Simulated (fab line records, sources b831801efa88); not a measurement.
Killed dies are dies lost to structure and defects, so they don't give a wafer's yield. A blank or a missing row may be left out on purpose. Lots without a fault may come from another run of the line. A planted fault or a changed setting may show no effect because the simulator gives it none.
Which tool did it? | flow gf180mcu | 7 lots, 21 wafers sampled, at 1 step of a route of 602

WHAT THE GAUGES READ, wafer by wafer
GF_VT_IMPLANT_OVL_MEAS_40.
lot  | measured     | on         | VT_IMPLANT_03_OVL (nm)
L115 | day 8 04:37  | overlay-02 | -2.2 0.3 0.8
L123 | day 10 09:13 | overlay-01 | -1.1 -2.6 -1.1
L125 | day 11 00:14 | overlay-02 | -1.3 -1.7 -0.9
L128 | day 11 20:43 | overlay-01 | -0.7 -1.1 -1.8
L131 | day 12 16:28 | overlay-01 | 1.6 -0.4 -0.4
L134 | day 13 07:47 | overlay-02 | -1.9 -1.8 -1.6
L136 | day 13 23:37 | overlay-02 | -0.1 0.1 2.4

WHICH TOOL RAN EACH LOT (tool, then ch and the chambers of the sampled wafers, then the start)
The record holds no process step before these readings.

THE ANSWER, worked out from the rows above alone
Rule: what is usual is taken from the lots themselves. Put in order of their means at a reading, lots are off if they are a third of the lots or fewer, leave a main group of 4 or more, and stand apart from it by a gap of 3 or more times the standard deviation of the main group's means; of several such gaps the widest counts. A main group whose means are all the same, to the digits that the tables above print for the reading, isn't used. A lot without any number at a reading at which 4 lots or more have one is off too. The other lots that the step has rows for count as sound.
No lot is off at any reading shown: from this, nothing can be told.

WHAT THE SIMULATOR HAD PUT IN
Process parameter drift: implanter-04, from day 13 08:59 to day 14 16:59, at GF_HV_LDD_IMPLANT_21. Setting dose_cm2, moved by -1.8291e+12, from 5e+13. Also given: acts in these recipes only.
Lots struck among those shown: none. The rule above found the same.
